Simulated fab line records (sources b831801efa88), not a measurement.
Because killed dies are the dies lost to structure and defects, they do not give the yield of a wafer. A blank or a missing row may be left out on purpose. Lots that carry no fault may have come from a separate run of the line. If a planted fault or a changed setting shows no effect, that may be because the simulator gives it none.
Code-filled problem report in 8D (eight disciplines) form	flow sky130	the parts of the form that need people (team, actions taken, sign-off) are left out

== 1. WHAT IS WRONG ==
LI_CONTACT_HDPCVD_THK at SKY_LI_CONTACT_THK_MEAS_01 reads a mean of 729 nm on 1 wafer of 1 lot; wafers without a fault read 933 nm with a standard deviation of 9.3. That puts it -22 standard deviations away from the usual mean.
First seen on wafer L658.1, day 33 19:26, on film_metro-03. The record holds 33 wafers of 11 lots with a number at this step. Rule for "out" (also "out of limits"): further than 4 standard deviations from the usual mean. All remaining wafers that have a number are taken as sound.

== 2. WHAT IT IS, AND WHAT IT ISN'T ==
question	is	is not
which readings at this step	LI_CONTACT_HDPCVD_THK	-
which lots	L658	L643, L644, L645, L646, L648, L649, L650, L655, L661, L664
which wafers of those lots	L658.1	L658.3, L658.5
read on which gauges	film_metro-03	film_metro-01, film_metro-04
when	from day 33 19:26	up to then (26 sound wafers); but 6 sound wafers of L661, L664 came after

== 3. SUSPECTS, AND WHAT RULES EACH OUT ==
Counting: any tool at a process step up to the reading remains a suspect provided it ran every lot that is out. Sound lots after the first of them don't rule it out here, since some wafers of a struck lot are sound.
- the gauge at SKY_LI_CONTACT_THK_MEAS_01: ruled out. All the wafers that are out were read on film_metro-03, but those of them that SKY_LI_CONTACT_CMP_02 has rows for are out there too, on other tools.
- hdpcvd-01 at SKY_LI_CONTACT_HDPCVD_00 (deposits PSG, target thk 930 nm, time 155 s): kept. It processed L658, the lot that is out, at day 33 19:20, and its most recent sound lot before then was L655 at day 32 14:55.
- The sound lot-mates ran in chamber 0 of hdpcvd-01 at SKY_LI_CONTACT_HDPCVD_00, but the wafers that are out ran in chamber 1.
Remaining after the count: hdpcvd-01 at SKY_LI_CONTACT_HDPCVD_00.

== 4. THE CAUSE (what the simulator had put in) ==
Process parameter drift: hdpcvd-01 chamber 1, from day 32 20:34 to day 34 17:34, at SKY_LI_CONTACT_HDPCVD_00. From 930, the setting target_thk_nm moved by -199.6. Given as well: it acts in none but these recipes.
Counting left only this tool.

== 5. THE EFFECT CHAIN, in route order ==
Each row: a reading where the mean over the struck wafers with a number is more than 3 standard deviations away from the usual. Only readings whose record carries a usual standard deviation are examined. hours: median over the lots of the time between each lot's start at the first step of this table that gives one and its start at this step. sigmas: the change, counted in usual standard deviations.
hours	step	reading	usual	on struck wafers	change	sigmas
0	SKY_LI_CONTACT_THK_MEAS_01	LI_CONTACT_HDPCVD_THK	933 nm	729	-204	-22
4	SKY_LI_CONTACT_CMP_02	time_to_endpoint_s	35.1 s	18.5	-16.6	-6.6
Process steps it contains:
- SKY_LI_CONTACT_CMP_02: polishes PSG.
Later steps that measure or inspect, where all struck wafers having a row at the step show a number for every such reading and not one has moved that far: SKY_VIA2_OVL_MEAS_13.

== 6. HOW IT WOULD HAVE BEEN CAUGHT EARLIER ==
The first out-of-limits reading at a measuring or inspecting step in this record came at day 33 19:26, 23 hours after the fault's start at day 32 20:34.
Tool readings at SKY_LI_CONTACT_HDPCVD_00 with a usual standard deviation given in the record: none out on any struck wafer, hence no alarm at a limit of 4 standard deviations on them.
Lots out: 1; all had begun SKY_LI_CONTACT_HDPCVD_00 on hdpcvd-01 by day 33 19:26. None of them would have been spared by holding the tool at that moment.
